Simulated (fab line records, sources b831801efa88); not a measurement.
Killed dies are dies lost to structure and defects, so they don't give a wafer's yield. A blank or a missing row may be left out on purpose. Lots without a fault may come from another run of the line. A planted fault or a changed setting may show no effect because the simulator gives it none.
fab line records | flow sky130
record lots=7 wafers=21 last_day=50
route steps=708 shown CONTACT@425 METAL1@434
lots that met no fault: from a run of the same line without faults
start_h: hours from the record's first day to the start of the lot's first wafer shown | wait_h: hours since the lot's step before | " the same as in the row above | L1.1+2: a row that stands for several wafers | - no value, or no start given | * or withheld: withheld | < > ~ a bound
route shown NAME@n: a module of which the file shows steps, and the number in the route of the first | usual: mean/standard deviation of fault-free wafers | same: alike in all rows | chamber/n: place in a boat | sites: the reading at each site | _std_site: their standard deviation | _edge_site: outer sites' mean less inner sites' | radius_mm: how far each site lies from the wafer's centre | mask NAME#n: copy n | behind: the tool/chamber that last shaped the wafer | hold: why the lot was held/for how many hours/how that ended | device: the transistor (n, p or np) that didn't switch | end of line: the same wafers' tests at the end of the route | a step without rows: its recipe alone | killed: dies lost to structure and defects at the first sort, not the wafer's yield | map: a wafer's dies, x killed, . not, _ none there
set.NAME: the setting as run; set.NAME@STEP: as run at that earlier step | model.NAME: the simulator's own value behind a step, which no gauge read
lots at some steps of the route; a table a step, a row a wafer
services: from which hour (start_h, from the record's first day; less than 0 if before it) a tool's chamber was out of use, for how many hours, and why
## steps
# step SKY_CONTACT_STRIP_19
# recipe chemistry=O2/N2 power_w=1400 pressure_mtorr=1500 platen_temp_c=withheld o2_flow_sccm=3000 n2_flow_sccm=300 overash_fraction=0.5
# usual drypump_motor_current_A=6.0/0.52 n2_flow_sccm=299.9/0.93 oes_product_au=0.380/0.0049 strip_time_to_endpoint_s=3.609/0.024
# columns lot.wafer tool chamber start_h wait_h drypump_motor_current_A n2_flow_sccm oes_product_au rf_hours_counter_h strip_time_to_endpoint_s
L399.1 plasma_asher-02 1 767.69 - 6.8 300.2 0.385 34 3.592
L399.4 " 0 " " 6.1 301.5 0.377 - 3.631
L399.5 " 1 " " 6.8 300.7 0.379 - 3.624
L405.1 plasma_asher-03 0 792.65 - 5.8 300.4 0.381 71 3.590
L405.5 " 0 " " 5.8 299.4 0.379 - 3.637
L405.6 " 1 " " 5.3 301.4 0.379 - 3.596
L410.3 plasma_asher-03 1 828.02 - 5.3 298.3 0.374 - 3.620
L410.4 " 0 " " 5.8 300.1 0.374 - 3.664
L410.5 " 0 " " 5.8 299.7 0.375 - 3.634
L411.3 plasma_asher-04 1 828.32 - 6.6 301.3 0.378 - 3.609
L411.4 " 0 " " 5.7 299.5 0.382 - 3.590
L411.6 " 0 " " 5.7 300.9 0.388 - 3.625
L412.2 plasma_asher-04 0 836.18 - 5.7 301.2 0.382 104 3.630
L412.4 " 1 " " 6.6 301.2 0.381 - 3.636
L412.5 " 1 " " 6.6 299.0 0.392 - 3.599
L418.3 plasma_asher-03 0 888.67 - 5.8 299.8 0.381 - 3.602
L418.4 " 1 " " 5.3 300.6 0.384 - 3.594
L418.5 " 0 " " 5.8 299.3 0.388 - 3.610
L421.1 plasma_asher-03 1 907.69 - 5.3 298.6 0.383 83 3.585
L421.2 " 0 " " 5.8 298.1 0.365 83 3.578
L421.4 " 1 " " 5.3 300.1 0.367 - 3.537
# step SKY_CONTACT_STRIP_20
# recipe chemistry=post_etch_residue_remover time_s=1200 temp_c=72.5
# step SKY_CONTACT_CLEAN_21
# recipe chemistry=IPA time_s=180 temp_c=25
# step SKY_CONTACT_CLEAN_22
# recipe chemistry=O3/DIW dry=n2_spin
# step SKY_CONTACT_SPUTTER_23
# recipe material=TiN target_thk_nm=20 chamber_pressure_pa=5 power_w=4000 time_s=80
# usual cathode_dc_power_W=4000.0/0.7 chamber_pressure_pa=4.999/0.01 throttle_valve_pct=30.0/1.1
# columns lot.wafer tool chamber start_h wait_h cathode_dc_power_W chamber_pressure_pa throttle_valve_pct
L399.1 pvd_sputter-01 - 768.28 0.0 4000.5 4.991 30.4
L399.4 " - " " 3999.6 5.007 30.9
L399.5 " - " " 4000.2 4.992 30.4
L405.1 pvd_sputter-01 - 793.25 0.0 4000.1 5.011 30.7
L405.5 " - " " 3999.7 5.003 30.2
L405.6 " - " " 3999.7 5.016 30.2
L410.3 pvd_sputter-01 - 828.58 0.0 4000.1 5.007 30.4
L410.4 " - " " 4000.1 4.987 30.1
L410.5 " - " " 3999.2 5.005 30.7
L411.3 pvd_sputter-04 - 828.88 0.0 4000.5 4.999 30.8
L411.4 " - " " 3999.9 5.006 28.1
L411.6 " - " " 4000.5 4.989 31.0
L412.2 pvd_sputter-01 - 836.77 0.0 3999.0 4.994 30.4
L412.4 " - " " 4000.6 4.997 30.5
L412.5 " - " " 4000.1 4.994 30.2
L418.3 pvd_sputter-04 - 889.22 0.0 4000.8 4.982 30.9
L418.4 " - " " 4000.8 4.983 29.3
L418.5 " - " " 3998.5 4.998 27.8
L421.1 pvd_sputter-04 - 908.29 0.0 4000.1 5.000 29.1
L421.2 " - " " 3999.5 4.995 30.8
L421.4 " - " " 4000.0 4.992 30.9
# step SKY_CONTACT_CVD_24
# recipe material=W target_thk_nm=340 time_s=102.12 temp_c=400 pressure_torr=40
# usual heater_power_w=878/38
# columns lot.wafer tool chamber start_h wait_h heater_power_w
L399.1 cvd_w-01 1 768.34 0.0 882
L399.4 " 0 " " 861
L399.5 " 1 " " 915
L405.1 cvd_w-01 0 793.31 0.0 895
L405.5 " 0 " " 893
L405.6 " 1 " " 902
L410.3 cvd_w-01 0 828.67 0.1 850
L410.4 " 1 " " 892
L410.5 " 0 " " 869
L411.3 cvd_w-01 0 828.98 0.1 864
L411.4 " 1 " " 883
L411.6 " 1 " " 892
L412.2 cvd_w-01 1 836.83 0.0 902
L412.4 " 0 " " 895
L412.5 " 0 " " 867
L418.3 cvd_w-02 0 889.32 0.1 918
L418.4 " 1 " " 823
L418.5 " 0 " " 923
L421.1 cvd_w-01 1 908.35 0.0 900
L421.2 " 0 " " 850
L421.4 " 1 " " 901
# step SKY_CONTACT_RS_MEAS_25
# recipe thk_meas_gauge=four-point-probe reads=W_of_CONTACT_CVD_24+TiN_of_CONTACT_SPUTTER_23
# usual CONTACT_W_RS=0.335/0.0049
# columns lot.wafer tool chamber start_h wait_h CONTACT_W_RS[ohm/sq]
L399.1 film_metro-02 - 768.45 0.1 0.327
L399.4 " - " " 0.339
L399.5 " - " " 0.327
L405.1 film_metro-02 - 793.42 0.1 0.340
L405.5 " - " " 0.343
L405.6 " - " " 0.331
L410.3 film_metro-04 - 828.79 0.1 0.346
L410.4 " - " " 0.332
L410.5 " - " " 0.341
L411.3 film_metro-04 - 829.09 0.1 0.339
L411.4 " - " " 0.329
L411.6 " - " " 0.329
L412.2 film_metro-01 - 836.96 0.1 0.332
L412.4 " - " " 0.341
L412.5 " - " " 0.342
L418.3 film_metro-01 - 889.43 0.1 0.337
L418.4 " - " " 0.329
L418.5 " - " " 0.337
L421.1 film_metro-04 - 908.46 0.1 0.328
L421.2 " - " " 0.341
L421.4 " - " " 0.333
# step SKY_CONTACT_THK_MEAS_26
# recipe thk_meas_gauge=xrf reads=W_of_CONTACT_CVD_24
# usual CONTACT_W_THK=350/7.5
# columns lot.wafer tool chamber start_h wait_h CONTACT_W_THK[nm]
L399.1 film_metro-02 - 768.57 0.1 351
L399.4 " - " " 340
L399.5 " - " " 350
L405.1 film_metro-02 - 793.54 0.1 339
L405.5 " - " " 337
L405.6 " - " " 350
L410.3 film_metro-04 - 828.89 0.1 336
L410.4 " - " " 352
L410.5 " - " " 344
L411.3 film_metro-04 - 829.19 0.1 345
L411.4 " - " " 355
L411.6 " - " " 353
L412.2 film_metro-01 - 837.07 0.1 358
L412.4 " - " " 352
L412.5 " - " " 349
L418.3 film_metro-01 - 889.53 0.1 351
L418.4 " - " " 363
L418.5 " - " " 353
L421.1 film_metro-04 - 908.58 0.1 361
L421.2 " - " " 349
L421.4 " - " " 353
# step SKY_CONTACT_CMP_27
# recipe stop_on=SiO2 t_overpolish_s=15 down_force_psi=3.5 platen_rpm=60 target_thk_nm=0 pad_velocity_m_s=0.94248
# step SKY_METAL1_SPUTTER_00
# recipe material=Ti target_thk_nm=15 power_w=3000 time_s=10 chamber_pressure_pa=0.4
# usual cathode_dc_power_W=3000.0/0.52 chamber_pressure_pa=0.4000/0.00077 throttle_valve_pct=30.0/0.93
# columns lot.wafer tool chamber start_h wait_h cathode_dc_power_W chamber_pressure_pa throttle_valve_pct
L399.1 pvd_sputter-04 - 768.93 0.1 2999.8 0.4002 29.1
L399.4 " - " " 3000.7 0.4002 27.7
L399.5 " - " " 3000.1 0.4015 30.8
L405.1 pvd_sputter-03 - 793.90 0.2 3000.5 0.3997 30.3
L405.5 " - " " 3000.1 0.4000 31.4
L405.6 " - " " 3000.5 0.4004 30.2
L410.3 pvd_sputter-03 - 829.23 0.2 3000.5 0.4012 28.4
L410.4 " - " " 2999.4 0.3995 31.6
L410.5 " - " " 3000.2 0.4003 29.1
L411.3 pvd_sputter-02 - 829.53 0.2 2999.6 0.3997 30.5
L411.4 " - " " 2999.9 0.4007 28.8
L411.6 " - " " 3001.0 0.4006 30.3
L412.2 pvd_sputter-03 - 837.42 0.1 2999.8 0.4006 28.8
L412.4 " - " " 2999.2 0.3999 29.0
L412.5 " - " " 3000.2 0.3998 30.3
L418.3 pvd_sputter-02 - 889.87 0.2 3000.5 0.3990 30.3
L418.4 " - " " 2999.8 0.4010 30.4
L418.5 " - " " 2998.9 0.4008 30.3
L421.1 pvd_sputter-02 - 908.94 0.2 3000.6 0.3997 30.3
L421.2 " - " " 3000.4 0.3992 30.4
L421.4 " - " " 3001.2 0.3982 28.8
# step SKY_METAL1_SPUTTER_01
# recipe material=TiN target_thk_nm=20 power_w=6500 time_s=16.7 chamber_pressure_pa=0.4
# usual cathode_dc_power_W=6499.9/1.2 chamber_pressure_pa=0.3999/0.00075 throttle_valve_pct=30.0/0.95
# columns lot.wafer tool chamber start_h wait_h cathode_dc_power_W chamber_pressure_pa throttle_valve_pct
L399.1 pvd_sputter-04 - 768.95 0.0 6500.1 0.3992 28.9
L399.4 " - " " 6499.4 0.3988 27.7
L399.5 " - " " 6500.8 0.3996 30.6
L405.1 pvd_sputter-03 - 793.92 0.0 6499.2 0.4003 30.2
L405.5 " - " " 6499.3 0.3999 31.6
L405.6 " - " " 6500.0 0.3994 30.4
L410.3 pvd_sputter-03 - 829.25 0.0 6500.8 0.4000 28.7
L410.4 " - " " 6499.7 0.3996 31.4
L410.5 " - " " 6500.1 0.3985 28.7
L411.3 pvd_sputter-02 - 829.56 0.0 6499.3 0.4003 30.5
L411.4 " - " " 6502.6 0.4012 29.1
L411.6 " - " " 6498.3 0.4019 30.4
L412.2 pvd_sputter-03 - 837.45 0.0 6500.3 0.4005 28.5
L412.4 " - " " 6502.6 0.3998 28.7
L412.5 " - " " 6500.2 0.3992 30.3
L418.3 pvd_sputter-02 - 889.90 0.0 6500.3 0.4003 30.5
L418.4 " - " " 6500.0 0.3998 30.5
L418.5 " - " " 6499.6 0.3997 30.5
L421.1 pvd_sputter-02 - 908.96 0.0 6498.2 0.3989 30.8
L421.2 " - " " 6502.2 0.4010 30.6
L421.4 " - " " 6497.7 0.3999 28.9
# step SKY_METAL1_SPUTTER_02
# recipe material=AlCu target_thk_nm=250 power_w=10600 time_s=13.3 chamber_pressure_pa=0.4
# step SKY_METAL1_SPUTTER_03
# recipe material=Ti target_thk_nm=5 power_w=3000 time_s=3.3 chamber_pressure_pa=0.4
# usual cathode_dc_power_W=2999.9/0.56 chamber_pressure_pa=0.3999/0.00079 throttle_valve_pct=30.0/0.94
# columns lot.wafer tool chamber start_h wait_h cathode_dc_power_W chamber_pressure_pa throttle_valve_pct
L399.1 pvd_sputter-04 - 769.00 0.0 2999.6 0.4000 28.9
L399.4 " - " " 2999.5 0.4006 27.9
L399.5 " - " " 3000.1 0.4003 31.0
L405.1 pvd_sputter-03 - 793.97 0.0 2999.9 0.4010 30.3
L405.5 " - " " 2999.8 0.3996 31.4
L405.6 " - " " 2999.8 0.4014 30.3
L410.3 pvd_sputter-03 - 829.30 0.0 - - -
L410.4 " - " " - - -
L410.5 " - " " - - -
L411.3 pvd_sputter-02 - 829.61 0.0 - - -
L411.4 " - " " - - -
L411.6 " - " " - - -
L412.2 pvd_sputter-03 - 837.50 0.0 - - -
L412.4 " - " " - - -
L412.5 " - " " - - -
L418.3 pvd_sputter-02 - 889.95 0.0 3000.3 0.3990 30.5
L418.4 " - " " 3000.6 0.4010 30.3
L418.5 " - " " 3000.0 0.4004 30.3
L421.1 pvd_sputter-02 - 909.01 0.0 3000.7 0.3995 30.3
L421.2 " - " " 3000.8 0.3998 30.5
L421.4 " - " " 2999.1 0.3993 29.0
# step SKY_METAL1_SPUTTER_04
# recipe material=TiN target_thk_nm=70 power_w=6500 time_s=58.3 chamber_pressure_pa=0.4
## services
# columns tool chamber start_h hours kind
pvd_sputter-04 - 760.20 1.0 repair
pvd_sputter-04 - 767.44 0.7 repair
plasma_asher-04 - 797.57 4.3 pm
pvd_sputter-02 - 812.79 4.9 repair
pvd_sputter-01 - 818.10 1.1 repair
cvd_w-02 - 828.72 0.8 repair
plasma_asher-02 - 830.95 2.8 pm
pvd_sputter-04 - 850.81 1.7 repair
plasma_asher-04 - 897.30 12.7 repair
cvd_w-02 - 904.00 14.0 pm
cvd_w-02 0 904.00 14.0 vent_cycle
cvd_w-02 1 904.00 14.0 vent_cycle
## key
first_sign step=SKY_METAL1_SPUTTER_03 reading=tool_record direction=missing
effect none on later readings
met_at SKY_METAL1_SPUTTER_03
struck_wafers L410.3,L410.4,L410.5,L411.3,L411.4,L411.6,L412.2,L412.4,L412.5
later_rows_left_out L410.3,L410.4,L410.5,L411.3,L411.4,L411.6,L412.2,L412.4,L412.5
sort_left_out L410.3,L410.4,L410.5,L411.3,L411.4,L411.6,L412.2,L412.4,L412.5
tester_left_out L411,L412
onset_between 793.97 829.30
earlier_fault kind=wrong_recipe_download tool=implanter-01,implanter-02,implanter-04 chamber=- onset_h=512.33 steps=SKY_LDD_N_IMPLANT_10 wrong_recipe.not_listed=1
fault kind=skipped_step_whole tool=pvd_sputter-02,pvd_sputter-03 chamber=- onset_h=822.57 steps=SKY_METAL1_SPUTTER_03 scope=struck_lots_only
# tester_left_out: of these lots the tester's yield and bins aren't shown, on N5 and GAA mostly nor the transistor test; their killed dies are dies lost to structure and defects alone, not to doping, threshold or leakage, so they don't give the yield
# sort_left_out: the simulated sort isn't trusted on such a fault, so these wafers' sort isn't shown, and their yield isn't known
# later_rows_left_out: the simulator's readings of these wafers behind a module that went badly wrong aren't trusted and aren't shown, but for the sort
